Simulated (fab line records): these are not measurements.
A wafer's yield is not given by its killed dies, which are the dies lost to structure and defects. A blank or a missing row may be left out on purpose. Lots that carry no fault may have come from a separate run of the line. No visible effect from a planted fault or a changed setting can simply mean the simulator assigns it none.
A lot that was struck, set against a sound lot ; flow sky130 ; 15 steps out of a route of 708
Sound: these wafers, L653.3, L653.4, L653.6. Wafers L664.2, L664.3, L664.5 were the ones struck. The cause is given at the end.
Per side, at each step with rows, come the tool, then ch with its chambers, and then its first start. Under that, the readings that differ: sound wafers ; struck wafers ; difference of the means ; sigmas: that difference in standard deviations of wafers without a fault.
alike: words and numbers the same on both sides, and readings whose means are apart by under 2 such deviations; not compared: readings that were withheld, readings missing a value for some wafer, numbers with overlapping values and no deviation given by the record, and bounds like >300 which may hide the same value.
Wherever a step has rows on one side only, a row that says differs or no value, or a row with sigmas, the two part there. Numbers that don't overlap but have no deviation are shown without sigmas and don't part them. A reading missing from all wafers of one side parts the sides only when that side holds two or more wafers.

first, 3 steps without rows for these wafers: SKY_GATE_OXIDE_EXPOSE_07 (exposes mask LVOM, target cd 600 nm); SKY_GATE_OXIDE_PEB_08; SKY_GATE_OXIDE_DEVELOP_09 (develop time 60 s).
SKY_GATE_OXIDE_OVL_MEAS_10:
  sound: overlay-02 at day 16 14:58; struck: overlay-01 at day 20 02:52
  alike: GATE_OXIDE_OVL
then, 2 steps without rows for these wafers: SKY_GATE_OXIDE_IMPLANT_11; SKY_GATE_OXIDE_WET_ETCH_12 (etches SiO2 in dHF, target depth 16.8 nm, time 336 s).
SKY_GATE_OXIDE_STRIP_13: strips in O2/N2.
  sound on plasma asher-03 ch 0,1, day 16 15:17; struck on plasma asher-04 ch 0,1, day 20 03:09
  alike: drypump motor current A, oes product au, strip time to endpoint s
  not compared: rf hours counter h
SKY_GATE_OXIDE_TW_MEAS_14:
  sound: film metro-01 at day 16 15:22; struck: film metro-03 at day 20 03:16
  alike: GATE_OXIDE_TW
then, 3 steps without rows for these wafers: SKY_GATE_OXIDE_CLEAN_15 (cleans in SC1/SC2, time 150 s); SKY_GATE_OXIDE_OXIDATION_16 (stabilise 600 s, purge 300 s, target thk 3.57 nm); SKY_POLY_GATE_CVD_00 (deposits poly-Si, target thk 180 nm, time 720 s).
SKY_POLY_GATE_THK_MEAS_01:
  sound: film metro-01 at day 16 19:23; struck: film metro-02 at day 20 07:21
  alike: POLY_GATE_CVD_00_THK
SKY_RES_PROTECT_DEHYDRATE_00: time 60 s.
  sound on litho track-03 ch 0, day 17 09:13; struck on litho track-03 ch 0, day 20 22:23
reading;sound;struck;difference;sigmas
heater power total W (W);160.15 160.45 160.42;164.04 163.93 164.10;+3.68;+31
plate temp C (C);199.93 199.91 199.91;203.64 203.64 203.83;+3.79;+24
then, 1 step without rows for these wafers: SKY_RES_PROTECT_HMDS_01 (prime time 60 s).
-- a jump in the record: the struck wafers' starts before and after are 29 days apart (it breaks off in module RES_PROTECT and resumes in module PAD_OPEN, where the first step shown is number 708 of the route) --
SKY_PAD_OPEN_PROBE_99:
  sound: prober-01 at day 47 19:07; struck: prober-02 at day 49 21:28
  alike: killed_at_M0_to_M3, killed_at_M4_up, killed at contacts, killed at front end, killed at other, killed dies, killed open, killed short

## WHERE THEY PART
SKY_RES_PROTECT_DEHYDRATE_00 only, going by this record. Later steps at which nothing parts them and some readings are alike: SKY_PAD_OPEN_PROBE_99.

WHY: what had been put in by the simulator
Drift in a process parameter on litho track-03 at SKY_RES_PROTECT_DEHYDRATE_00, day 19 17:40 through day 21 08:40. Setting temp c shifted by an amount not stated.
